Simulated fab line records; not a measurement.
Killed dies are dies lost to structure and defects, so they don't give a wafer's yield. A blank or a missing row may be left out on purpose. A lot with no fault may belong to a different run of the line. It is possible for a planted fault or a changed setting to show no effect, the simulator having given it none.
fab line records | flow sky130
[record] lots = 24 wafers = 72 lastDay = 50
route steps=708 shown FIELD_ISO@3 NWELL@63 VT_ADJUST_LVTN@115 LDD_HVN@276
lots untouched by any fault: they come from a run of this same line in which no faults occurred
startH: hours from the record's first day to the start of the lot's first wafer shown | waitH: time in hours since the lot's previous step | " repeats the value in the row above | L1.1+2: several wafers, shown together as one row | - value missing, or start not given | * or withheld: withheld | < > ~ a bound
route shown NAME@n: names a module that has steps shown in the file, with the first one's number in the route | usual: mean/standard deviation taken from wafers without a fault | same: alike in all rows | chamber/n: place in a boat | sites: readings site by site | _std_site: how widely they spread, as a standard deviation | _edge_site: the outer-site mean with the inner-site mean subtracted | radiusMm: for every site, how far away it sits from the centre of the wafer | mask NAME#n: copy n | behind: the last tool/chamber to shape the wafer | hold: reason for holding the lot/hours on hold/outcome of the hold | device: whichever transistor did not switch (one of n, p or np) | end of line: the route-end tests of the same wafers | a step with no rows: only its recipe | killed: not the wafer's yield, but the dies lost to structure and defects at the first sort | map: a wafer's dies, marking killed ones x, the rest . and places with no die _
set.NAME: the setting as run; set.NAME@STEP: as run at that earlier step | model.NAME: the simulator's own value behind a step, which no gauge read
route steps across a sampled set of lots; one table per step, one row per wafer
services: a tool's chamber out of use, with start hour (startH, from the record's first day; less than 0 if before it), hours out, and reason
[[steps]]
[step SKY_FIELD_ISO_THK_MEAS_02]
[recipe] reads = SiO2_of_FIELD_ISO_OXIDATION_01
[usual] FIELD_ISO_OXIDATION_00_THK = 11.98/0.22
// columns lot.wafer tool chamber startH waitH FIELD_ISO_OXIDATION_00_THK[nm]
L074.1 filmMetro-02 - 12.02 0.0 12.07
L074.3 " - " " 12.03
L074.5 " - " " 12.13
L075.2 filmMetro-04 - 17.76 0.0 12.10
L075.5 " - " " 12.09
L075.6 " - " " 12.21
L076.1 filmMetro-02 - 22.09 0.0 12.00
L076.4 " - " " 12.14
L076.5 " - " " 11.90
L077.2 filmMetro-04 - 26.64 0.0 11.68
L077.4 " - " " 11.76
L077.5 " - " " 11.64
L078.1 filmMetro-02 - 31.84 0.0 11.92
L078.5 " - " " 11.92
L078.6 " - " " 11.90
L079.1 filmMetro-04 - 36.66 0.0 12.21
L079.3 " - " " 11.97
L079.4 " - " " 12.35
L080.1 filmMetro-04 - 42.02 0.0 11.93
L080.2 " - " " 11.96
L080.3 " - " " 11.86
L081.1 filmMetro-01 - 48.17 0.0 11.68
L081.2 " - " " 11.82
L081.5 " - " " 11.74
L082.1 filmMetro-04 - 54.85 0.0 12.01
L082.2 " - " " 11.97
L082.4 " - " " 12.13
L083.3 filmMetro-04 - 59.12 0.0 12.18
L083.5 " - " " 12.00
L083.6 " - " " 12.01
L084.1 filmMetro-04 - 63.32 0.0 12.25
L084.2 " - " " 12.18
L084.3 " - " " 12.20
L085.2 filmMetro-01 - 66.64 0.0 12.40
L085.5 " - " " 12.33
L085.6 " - " " 12.31
L086.1 filmMetro-02 - 71.63 0.0 11.97
L086.3 " - " " 11.95
L086.5 " - " " 12.14
L087.1 filmMetro-02 - 76.64 0.0 12.38
L087.3 " - " " 12.43
L087.6 " - " " 12.41
L088.2 filmMetro-02 - 82.06 0.0 12.11
L088.3 " - " " 11.94
L088.4 " - " " 12.07
L089.2 filmMetro-01 - 90.45 0.0 12.02
L089.5 " - " " 11.94
L089.6 " - " " 11.78
L090.3 filmMetro-02 - 93.14 0.0 11.90
L090.5 " - " " 11.81
L090.6 " - " " 12.19
L091.3 filmMetro-01 - 97.66 0.0 11.60
L091.4 " - " " 11.74
L091.6 " - " " 11.73
L092.2 filmMetro-02 - 102.19 0.0 12.21
L092.4 " - " " 12.31
L092.5 " - " " 12.07
L093.4 filmMetro-01 - 106.66 0.0 12.07
L093.5 " - " " 11.86
L093.6 " - " " 12.01
L094.1 filmMetro-01 - 111.76 0.0 11.90
L094.3 " - " " 11.90
L094.4 " - " " 11.89
L095.1 filmMetro-04 - 117.13 0.0 11.58
L095.3 " - " " 11.57
L095.5 " - " " 11.61
L096.2 filmMetro-04 - 122.65 0.0 11.83
L096.3 " - " " 11.95
L096.6 " - " " 12.11
L097.4 filmMetro-04 - 127.15 0.0 11.82
L097.5 " - " " 11.72
L097.6 " - " " 11.70
[step SKY_FIELD_ISO_STRIP_16]
[recipe] chemistry = O2/N2 powerW = 1400 pressureMtorr = 1500 platenTempC = withheld o2FlowSccm = 3000 n2FlowSccm = 300 overashFraction = 0.5
[usual] drypumpMotorCurrentA = 5.7/0.45 o2FlowSccm = 3000/9.9 oesProductAu = 0.378/0.0046 stripTimeToEndpointS = 3.55/0.032
// columns lot.wafer tool chamber startH waitH drypumpMotorCurrentA o2FlowSccm oesProductAu rfHoursCounterH stripTimeToEndpointS
L074.1 plasmaAsher-02 0 28.33 0.0 6.1 3009 0.379 33 3.58
L074.3 " 0 " " 6.1 2996 0.379 - 3.58
L074.5 " 1 " " 5.8 2999 0.377 - 3.58
L075.2 plasmaAsher-02 0 34.52 0.0 6.0 2995 0.377 33 3.55
L075.5 " 1 " " 5.8 2988 0.382 - 3.54
L075.6 " 0 " " 6.0 2997 0.370 - 3.55
L076.1 plasmaAsher-03 1 40.05 0.0 6.1 3000 0.377 36 3.56
L076.4 " 0 " " 5.0 3023 0.368 - 3.53
L076.5 " 0 " " 5.0 2999 0.377 - 3.55
L077.2 plasmaAsher-03 0 43.65 0.0 5.0 3002 0.370 36 3.54
L077.4 " 1 " " 6.1 3010 0.368 - 3.54
L077.5 " 0 " " 4.9 3005 0.377 - 3.54
L078.1 plasmaAsher-03 1 49.92 0.0 6.1 3010 0.376 37 3.54
L078.5 " 0 " " 4.9 2989 0.383 - 3.56
L078.6 " 1 " " 6.1 3009 0.381 - 3.58
L079.1 plasmaAsher-02 1 53.77 0.0 5.7 2995 0.386 36 3.56
L079.3 " 1 " " 5.8 2992 0.377 - 3.57
L079.4 " 0 " " 6.1 2986 0.381 - 3.56
L080.1 plasmaAsher-03 1 59.37 0.0 6.1 2984 0.378 38 3.53
L080.2 " 0 " " 5.0 2993 0.379 38 3.58
L080.3 " 1 " " 6.1 2990 0.379 - 3.54
L081.1 plasmaAsher-03 0 66.61 0.0 5.0 3006 0.380 38 3.60
L081.2 " 1 " " 6.1 3001 0.377 38 3.55
L081.5 " 1 " " 6.1 3006 0.366 - 3.52
L082.1 plasmaAsher-04 0 73.37 0.0 6.3 2990 0.379 40 3.53
L082.2 " 1 " " 5.8 2997 0.383 40 3.58
L082.4 " 1 " " 5.8 2999 0.382 - 3.52
L083.3 plasmaAsher-02 0 78.14 0.1 6.0 3012 0.371 - 3.48
L083.5 " 0 " " 6.0 3020 0.376 - 3.50
L083.6 " 1 " " 5.7 2993 0.380 - 3.51
L084.1 plasmaAsher-03 0 81.85 0.0 5.0 2994 0.375 40 3.51
L084.2 " 1 " " 6.1 2985 0.373 40 3.54
L084.3 " 1 " " 6.1 2984 0.379 - 3.52
L085.2 plasmaAsher-03 1 86.47 0.0 6.1 2997 0.381 40 3.56
L085.5 " 0 " " 5.0 3024 0.380 - 3.58
L085.6 " 1 " " 6.1 3004 0.383 - 3.60
L086.1 plasmaAsher-03 0 91.42 0.0 5.0 2977 0.386 41 3.57
L086.3 " 0 " " 5.0 2985 0.381 - 3.56
L086.5 " 1 " " 6.1 2999 0.374 - 3.55
L087.1 plasmaAsher-04 0 94.46 0.0 6.3 2998 0.374 42 3.58
L087.3 " 1 " " 5.8 2990 0.389 - 3.62
L087.6 " 1 " " 5.8 3008 0.376 - 3.61
L088.2 plasmaAsher-03 0 101.00 0.0 5.0 3015 0.379 41 3.60
L088.3 " 1 " " 6.1 3003 0.380 - 3.60
L088.4 " 0 " " 4.9 2999 0.382 - 3.58
L089.2 plasmaAsher-02 1 111.12 0.0 5.7 3009 0.383 41 3.56
L089.5 " 0 " " 6.1 3003 0.381 - 3.58
L089.6 " 1 " " 5.8 3019 0.379 - 3.57
L090.3 plasmaAsher-02 0 113.99 0.1 6.0 2998 0.375 - 3.51
L090.5 " 1 " " 5.7 3014 0.381 - 3.53
L090.6 " 0 " " 6.1 3012 0.377 - 3.48
L091.3 plasmaAsher-04 0 120.09 0.1 6.3 3008 0.375 - 3.55
L091.4 " 1 " " 5.8 3011 0.375 - 3.53
L091.6 " 1 " " 5.8 3008 0.377 - 3.53
L092.2 plasmaAsher-03 0 123.97 0.0 5.0 2999 0.376 44 3.53
L092.4 " 0 " " 5.0 2998 0.375 - 3.53
L092.5 " 0 " " 5.0 2985 0.377 - 3.55
L093.4 plasmaAsher-04 0 128.74 0.0 6.2 3004 0.373 - 3.55
L093.5 " 0 " " 6.3 2999 0.381 - 3.52
L093.6 " 1 " " 5.8 2995 0.377 - 3.54
L094.1 plasmaAsher-02 0 133.42 0.0 6.0 2975 0.379 43 3.49
L094.3 " 0 " " 6.0 2986 0.384 - 3.53
L094.4 " 1 " " 5.7 2997 0.381 - 3.51
L095.1 plasmaAsher-02 0 136.95 0.0 6.1 2997 0.380 43 3.52
L095.3 " 1 " " 5.7 3007 0.379 - 3.52
L095.5 " 1 " " 5.7 3000 0.378 - 3.52
L096.2 plasmaAsher-02 1 142.81 0.0 5.7 2993 0.376 44 3.54
L096.3 " 1 " " 5.7 2997 0.376 - 3.54
L096.6 " 0 " " 6.1 2994 0.379 - 3.58
L097.4 plasmaAsher-03 1 146.75 0.1 6.1 2998 0.378 - 3.53
L097.5 " 1 " " 6.1 2983 0.379 - 3.51
L097.6 " 0 " " 5.0 2989 0.374 - 3.49
[step SKY_NWELL_OVL_MEAS_10]
[usual] NWELL_00_OVL = -1.6/1.6
// columns lot.wafer tool chamber startH waitH NWELL_00_OVL[nm]
L074.1 overlay-02 - 83.54 - -0.9
L074.3 " - " " -0.4
L074.5 " - " " -2.3
L075.2 overlay-02 - 89.60 - -2.1
L075.5 " - " " -2.7
L075.6 " - " " -4.5
L076.1 overlay-01 - 93.89 - -1.2
L076.4 " - " " 2.0
L076.5 " - " " 0.5
L077.2 overlay-02 - 107.09 - -2.8
L077.4 " - " " -2.2
L077.5 " - " " -3.2
L078.1 overlay-01 - 113.14 - -0.5
L078.5 " - " " -1.6
L078.6 " - " " -3.0
L079.1 overlay-02 - 116.89 - -1.2
L079.3 " - " " -0.5
L079.4 " - " " -2.4
L080.1 overlay-02 - 119.18 - -2.9
L080.2 " - " " -3.3
L080.3 " - " " -2.8
L081.1 overlay-01 - 125.79 - -2.9
L081.2 " - " " -2.7
L081.5 " - " " -2.4
L082.1 overlay-01 - 133.84 - -1.8
L082.2 " - " " -1.5
L082.4 " - " " -2.6
L083.3 overlay-02 - 139.05 - -0.2
L083.5 " - " " -1.5
L083.6 " - " " -1.7
L084.1 overlay-02 - 147.43 - 1.4
L084.2 " - " " -1.2
L084.3 " - " " -1.9
L085.2 overlay-01 - 150.75 - 0.7
L085.5 " - " " 2.5
L085.6 " - " " 1.9
L086.1 overlay-01 - 152.04 - -1.2
L086.3 " - " " -2.6
L086.5 " - " " -3.2
L087.1 overlay-01 - 158.68 - -0.7
L087.3 " - " " -1.1
L087.6 " - " " 0.1
L088.2 overlay-02 - 163.55 - -2.0
L088.3 " - " " -1.2
L088.4 " - " " -2.0
L089.2 overlay-01 - 174.44 - -0.6
L089.5 " - " " -1.1
L089.6 " - " " -0.9
L090.3 overlay-02 - 178.35 - 2.1
L090.5 " - " " 0.9
L090.6 " - " " 2.0
L091.3 overlay-02 - 183.60 - -2.1
L091.4 " - " " 0.1
L091.6 " - " " -2.2
L092.2 overlay-01 - 203.39 - -2.0
L092.4 " - " " -1.5
L092.5 " - " " -1.8
L093.4 overlay-02 - 207.16 - -3.4
L093.5 " - " " -4.6
L093.6 " - " " -4.0
L094.1 overlay-02 - 208.78 - -3.6
L094.3 " - " " -3.5
L094.4 " - " " -3.2
L095.1 overlay-01 - 209.43 - -2.1
L095.3 " - " " -1.7
L095.5 " - " " -1.3
L096.2 overlay-02 - 218.25 - -5.0
L096.3 " - " " -4.0
L096.6 " - " " -4.4
L097.4 overlay-02 - 228.31 - -1.6
L097.5 " - " " -0.6
L097.6 " - " " -1.8
[step SKY_NWELL_RTA_28]
[recipe] tempC = 1050 timeS = 30 idleTempC = 650 rampUpCPerS = 150 rampDownCPerS = 90 ambient = N2
[usual] lampPowerPct = 25.31/0.058 rampUpCPerS = 150.00/0.025 wafer_temp_C_max = 1054.9/0.94
// columns lot.wafer tool chamber startH waitH lampPowerPct rampUpCPerS wafer_temp_C_max
L074.1 rtpAnneal-01 0 101.24 0.0 25.27 150.03 1055.3
L074.3 " 0 " " 25.30 150.01 1055.6
L074.5 " 0 " " 25.36 149.97 1054.5
L075.2 rtpAnneal-02 0 106.90 0.0 25.40 149.96 1054.2
L075.5 " 0 " " 25.38 150.06 1055.0
L075.6 " 0 " " 25.36 150.01 1055.4
L076.1 rtpAnneal-01 0 112.89 0.0 25.32 150.03 1055.2
L076.4 " 0 " " 25.30 150.00 1052.9
L076.5 " 0 " " 25.31 150.02 1054.6
L077.2 rtpAnneal-02 0 129.11 0.0 25.28 149.98 1056.1
L077.4 " 0 " " 25.28 150.00 1053.6
L077.5 " 0 " " 25.25 149.97 1055.6
L078.1 rtpAnneal-01 0 132.69 0.0 25.29 150.02 1054.1
L078.5 " 0 " " 25.26 150.00 1054.6
L078.6 " 0 " " 25.34 150.00 1055.8
L079.1 rtpAnneal-02 0 135.50 0.0 25.25 149.96 1054.3
L079.3 " 0 " " 25.26 150.00 1054.7
L079.4 " 0 " " 25.33 150.00 1055.0
L080.1 rtpAnneal-01 0 137.48 0.0 25.31 149.97 1054.7
L080.2 " 0 " " 25.23 150.05 1054.7
L080.3 " 0 " " 25.41 149.97 1054.1
L081.1 rtpAnneal-01 0 147.69 0.0 25.18 150.03 1054.2
L081.2 " 0 " " 25.36 150.01 1054.6
L081.5 " 0 " " 25.28 150.02 1054.2
L082.1 rtpAnneal-02 0 151.49 0.0 25.21 150.04 1055.2
L082.2 " 0 " " 25.35 150.02 1054.1
L082.4 " 0 " " 25.25 150.01 1054.6
L083.3 rtpAnneal-02 0 157.87 0.0 25.20 149.97 1053.4
L083.5 " 0 " " 25.28 150.01 1053.8
L083.6 " 0 " " 25.22 150.01 1055.7
L084.1 rtpAnneal-02 0 167.95 0.0 25.37 149.98 1053.9
L084.2 " 0 " " 25.34 150.03 1055.4
L084.3 " 0 " " 25.32 150.01 1056.0
L085.2 rtpAnneal-01 0 171.20 0.0 25.29 150.05 1054.1
L085.5 " 0 " " 25.30 150.00 1055.3
L085.6 " 0 " " 25.38 150.03 1054.7
L086.1 rtpAnneal-02 0 172.18 0.0 25.28 149.98 1053.9
L086.3 " 0 " " 25.31 149.96 1058.3
L086.5 " 0 " " 25.25 150.00 1055.1
L087.1 rtpAnneal-01 0 178.14 0.0 25.27 150.03 1054.3
L087.3 " 0 " " 25.25 149.98 1054.4
L087.6 " 0 " " 25.36 150.01 1054.3
L088.2 rtpAnneal-01 0 183.90 0.0 25.39 150.00 1053.8
L088.3 " 0 " " 25.43 149.98 1055.3
L088.4 " 0 " " 25.27 149.99 1054.1
L089.2 rtpAnneal-01 0 195.45 0.0 25.26 149.97 1055.2
L089.5 " 0 " " 25.30 149.99 1054.5
L089.6 " 0 " " 25.30 149.99 1054.2
L090.3 rtpAnneal-02 0 200.21 0.0 25.25 149.97 1054.3
L090.5 " 0 " " 25.32 149.98 1054.6
L090.6 " 0 " " 25.26 149.99 1055.4
L091.3 rtpAnneal-01 0 205.32 0.0 25.29 149.98 1055.3
L091.4 " 0 " " 25.32 150.00 1055.9
L091.6 " 0 " " 25.31 150.00 1054.4
L093.4 rtpAnneal-01 0 228.54 0.1 25.34 150.03 1054.4
L093.5 " 0 " " 25.33 149.98 1053.6
L093.6 " 0 " " 25.30 149.97 1053.7
L092.2 rtpAnneal-02 0 228.85 0.0 25.29 149.97 1055.9
L092.4 " 0 " " 25.31 150.03 1055.3
L092.5 " 0 " " 25.29 149.98 1056.1
L094.1 rtpAnneal-01 0 231.28 0.0 25.30 150.02 1054.0
L094.3 " 0 " " 25.35 149.96 1055.6
L094.4 " 0 " " 25.31 150.01 1054.4
L095.1 rtpAnneal-02 0 232.04 0.0 25.30 149.98 1054.9
L095.3 " 0 " " 25.29 150.00 1053.4
L095.5 " 0 " " 25.30 149.98 1054.5
L096.2 rtpAnneal-02 0 241.00 0.0 25.44 150.03 1055.6
L096.3 " 0 " " 25.35 150.01 1055.6
L096.6 " 0 " " 25.22 150.00 1054.9
L097.4 rtpAnneal-02 0 251.99 0.1 25.27 149.95 1054.3
L097.5 " 0 " " 25.35 149.92 1054.0
L097.6 " 0 " " 25.37 149.97 1054.2
[step SKY_VT_ADJUST_LVTN_OVL_MEAS_18]
[usual] VT_ADJUST_LVTN_01_OVL = -0.9/1.3
// columns lot.wafer tool chamber startH waitH VT_ADJUST_LVTN_01_OVL[nm]
L074.1 overlay-01 - 156.25 0.1 1.3
L074.3 " - " " 0.4
L074.5 " - " " 1.3
L075.2 overlay-01 - 161.10 0.1 0.0
L075.5 " - " " -1.4
L075.6 " - " " -0.3
L076.1 overlay-02 - 167.70 0.1 -0.6
L076.4 " - " " -1.0
L076.5 " - " " -1.6
L077.2 overlay-02 - 186.70 0.1 -1.3
L077.4 " - " " -1.7
L077.5 " - " " -0.1
L078.1 overlay-01 - 189.24 0.1 -0.8
L078.5 " - " " 0.5
L078.6 " - " " -2.2
L079.1 overlay-02 - 192.09 0.1 -1.3
L079.3 " - " " -1.2
L079.4 " - " " -0.7
L080.1 overlay-02 - 196.50 0.1 1.3
L080.2 " - " " -0.8
L080.3 " - " " 0.4
L081.1 overlay-02 - 210.49 0.1 -1.2
L081.2 " - " " -2.4
L081.5 " - " " -2.5
L082.1 overlay-01 - 213.20 0.1 -1.9
L082.2 " - " " -0.8
L082.4 " - " " -2.0
L083.3 overlay-01 - 219.45 0.1 -0.1
L083.5 " - " " -0.7
L083.6 " - " " -0.6
L084.1 overlay-02 - 232.09 0.1 -1.9
L084.2 " - " " -0.4
L084.3 " - " " 0.6
L085.2 overlay-01 - 235.90 0.1 -1.0
L085.5 " - " " -2.7
L085.6 " - " " -0.7
L086.1 overlay-02 - 236.00 0.1 -1.1
L086.3 " - " " -1.5
L086.5 " - " " -1.2
L087.1 overlay-01 - 245.24 0.1 -0.3
L087.3 " - " " -0.4
L087.6 " - " " 0.1
L088.2 overlay-02 - 248.95 0.1 -2.3
L088.3 " - " " -2.9
L088.4 " - " " -0.9
L089.2 overlay-01 - 263.35 0.1 -1.3
L089.5 " - " " -2.2
L089.6 " - " " -1.6
L090.3 overlay-02 - 269.35 0.1 1.9
L090.5 " - " " 0.3
L090.6 " - " " 0.3
L091.3 overlay-01 - 274.30 0.1 0.2
L091.4 " - " " -0.3
L091.6 " - " " -1.0
L093.4 overlay-02 - 300.91 0.1 1.1
L093.5 " - " " 0.4
L093.6 " - " " 0.3
L092.2 overlay-01 - 302.24 0.1 -1.5
L092.4 " - " " -2.0
L092.5 " - " " -1.7
L094.1 overlay-01 - 304.09 0.1 0.6
L094.3 " - " " -0.8
L094.4 " - " " 0.2
L095.1 overlay-01 - 305.54 0.1 0.4
L095.3 " - " " -1.9
L095.5 " - " " -2.1
L096.2 overlay-02 - 314.90 0.1 -0.2
L096.3 " - " " -1.6
L096.6 " - " " -0.9
L097.4 overlay-01 - 327.51 0.1 0.8
L097.5 " - " " 2.0
L097.6 " - " " 1.1
[step SKY_LDD_HVN_STRIP_09]
[recipe] chemistry = O2/N2 powerW = 1400 pressureMtorr = 1500 platenTempC = withheld o2FlowSccm = 3000 n2FlowSccm = 300 overashFraction = 0.5
[usual] drypumpMotorCurrentA = 5.8/0.41 o2FlowSccm = 3000/9 oesProductAu = 0.408/0.0044 stripTimeToEndpointS = 4.130/0.014
// columns lot.wafer tool chamber startH waitH drypumpMotorCurrentA o2FlowSccm oesProductAu rfHoursCounterH stripTimeToEndpointS
L074.1 plasmaAsher-03 1 449.72 0.1 6.1 2998 0.401 1 4.137
L074.3 " 1 " " 6.1 2995 0.404 - 4.126
L074.5 " 0 " " 4.9 2994 0.404 - 4.124
L075.2 plasmaAsher-02 1 456.87 0.1 5.7 3018 0.411 76 4.141
L075.5 " 1 " " 5.7 3009 0.412 - 4.125
L075.6 " 0 " " 6.1 3007 0.416 - 4.134
L076.1 plasmaAsher-03 1 476.13 0.1 6.1 3000 0.407 4 4.138
L076.4 " 1 " " 6.1 3004 0.412 - 4.135
L076.5 " 0 " " 5.0 3008 0.413 - 4.139
L077.2 plasmaAsher-02 1 495.63 0.1 5.8 2993 0.410 80 4.129
L077.4 " 1 " " 5.8 2998 0.401 - 4.131
L077.5 " 1 " " 5.7 3004 0.410 - 4.128
L078.1 plasmaAsher-01 0 504.13 0.1 6.1 3006 0.410 66 4.126
L078.5 " 0 " " 6.1 3008 0.414 - 4.116
L078.6 " 1 " " 5.7 3018 0.407 - 4.114
L079.1 plasmaAsher-01 0 507.18 0.1 6.1 3002 0.423 67 4.139
L079.3 " 1 " " 5.7 2996 0.407 - 4.114
L079.4 " 0 " " 6.1 3006 0.410 - 4.136
L080.1 plasmaAsher-03 0 522.67 0.1 5.0 2999 0.405 9 4.132
L080.2 " 1 " " 6.1 3002 0.422 9 4.116
L080.3 " 1 " " 6.1 2996 0.410 - 4.117
L081.1 plasmaAsher-03 0 532.88 0.1 5.0 3001 0.408 10 4.144
L081.2 " 1 " " 6.1 2995 0.403 10 4.146
L081.5 " 0 " " 5.0 3007 0.407 - 4.134
L082.1 plasmaAsher-02 1 534.92 0.1 5.7 3007 0.402 84 4.170
L082.2 " 0 " " 6.1 2994 0.403 84 4.152
L082.4 " 0 " " 6.0 3001 0.408 - 4.151
L083.3 plasmaAsher-01 1 544.41 0.1 5.7 3016 0.406 - 4.099
L083.5 " 0 " " 6.1 3003 0.400 - 4.110
L083.6 " 1 " " 5.7 2991 0.418 - 4.117
L084.1 plasmaAsher-01 1 559.17 0.1 5.7 2998 0.404 72 4.123
L084.2 " 0 " " 6.1 3013 0.400 72 4.135
L084.3 " 1 " " 5.7 2999 0.409 - 4.130
L085.2 plasmaAsher-03 0 564.17 0.1 5.0 3001 0.405 13 4.142
L085.5 " 0 " " 5.0 3001 0.408 - 4.138
L085.6 " 1 " " 6.1 2989 0.412 - 4.124
L086.1 plasmaAsher-03 1 565.12 0.1 6.1 3010 0.415 13 4.144
L086.3 " 0 " " 5.0 2995 0.408 - 4.125
L086.5 " 1 " " 6.1 3005 0.408 - 4.127
L087.1 plasmaAsher-02 0 577.27 0.1 6.1 3015 0.409 89 4.151
L087.3 " 0 " " 6.0 2987 0.400 - 4.140
L087.6 " 1 " " 5.8 3008 0.402 - 4.140
L088.2 plasmaAsher-03 0 579.18 0.1 5.0 3002 0.411 14 4.158
L088.3 " 1 " " 6.1 3000 0.408 - 4.127
L088.4 " 0 " " 5.0 3013 0.415 - 4.145
L089.2 plasmaAsher-01 1 594.37 0.1 5.7 3001 0.408 76 4.131
L089.5 " 1 " " 5.7 2998 0.409 - 4.114
L089.6 " 0 " " 6.1 3007 0.404 - 4.128
L090.3 plasmaAsher-03 0 606.81 0.1 5.0 2976 0.406 - 4.141
L090.5 " 0 " " 5.0 2996 0.409 - 4.142
L090.6 " 1 " " 6.1 2988 0.397 - 4.144
L091.3 plasmaAsher-02 1 607.52 0.1 5.7 2990 0.407 - 4.130
L091.4 " 0 " " 6.1 3012 0.403 - 4.150
L091.6 " 0 " " 6.1 2998 0.409 - 4.142
L093.4 plasmaAsher-03 1 637.56 0.1 6.1 2991 0.407 - 4.121
L093.5 " 1 " " 6.1 2988 0.401 - 4.119
L093.6 " 0 " " 5.0 3001 0.402 - 4.110
L092.2 plasmaAsher-02 1 642.82 0.1 5.8 3001 0.418 96 4.109
L092.4 " 0 " " 6.0 3008 0.402 - 4.130
L092.5 " 0 " " 6.1 2998 0.403 - 4.118
L094.1 plasmaAsher-01 0 645.12 0.1 6.1 3005 0.404 81 4.122
L094.3 " 0 " " 6.1 2996 0.408 - 4.123
L094.4 " 1 " " 5.7 3012 0.405 - 4.115
L095.1 plasmaAsher-02 1 645.12 0.1 5.7 2994 0.407 96 4.136
L095.3 " 1 " " 5.7 3007 0.415 - 4.127
L095.5 " 0 " " 6.0 3004 0.408 - 4.106
L096.2 plasmaAsher-02 1 657.58 0.1 5.7 2995 0.407 97 4.118
L096.3 " 0 " " 6.0 3000 0.406 - 4.103
L096.6 " 0 " " 6.0 2992 0.408 - 4.119
L097.4 plasmaAsher-02 0 671.22 0.1 6.0 2994 0.403 - 4.142
L097.5 " 0 " " 6.1 2991 0.409 - 4.132
L097.6 " 1 " " 5.7 2977 0.410 - 4.127
[[services]]
// columns tool chamber startH hours kind
plasmaAsher-03 - 70.77 2.8 pm
plasmaAsher-04 - 78.56 0.5 repair
plasmaAsher-02 - 92.02 4.3 pm
plasmaAsher-04 - 108.75 9.0 pm
plasmaAsher-04 0 108.75 9.0 ventCycle
plasmaAsher-02 - 148.92 0.8 repair
plasmaAsher-01 - 209.20 3.1 repair
plasmaAsher-02 - 239.38 2.8 pm
plasmaAsher-02 - 308.34 0.6 repair
plasmaAsher-02 - 308.88 2.0 repair
plasmaAsher-01 - 314.39 4.6 repair
rtpAnneal-01 - 390.97 0.4 pm
plasmaAsher-03 - 410.27 18.8 repair
plasmaAsher-03 - 429.08 9.0 pm
plasmaAsher-03 0 429.08 9.0 ventCycle
plasmaAsher-03 1 429.08 9.0 ventCycle
plasmaAsher-03 0 438.08 - clean
plasmaAsher-03 1 438.08 - clean
plasmaAsher-01 - 473.55 14.6 pm
rtpAnneal-01 - 478.51 3.7 pm
rtpAnneal-02 - 482.20 3.1 pm
plasmaAsher-01 - 493.69 4.0 repair
plasmaAsher-04 - 585.01 2.8 pm
plasmaAsher-03 - 634.02 1.8 repair
[[key]]
fault none
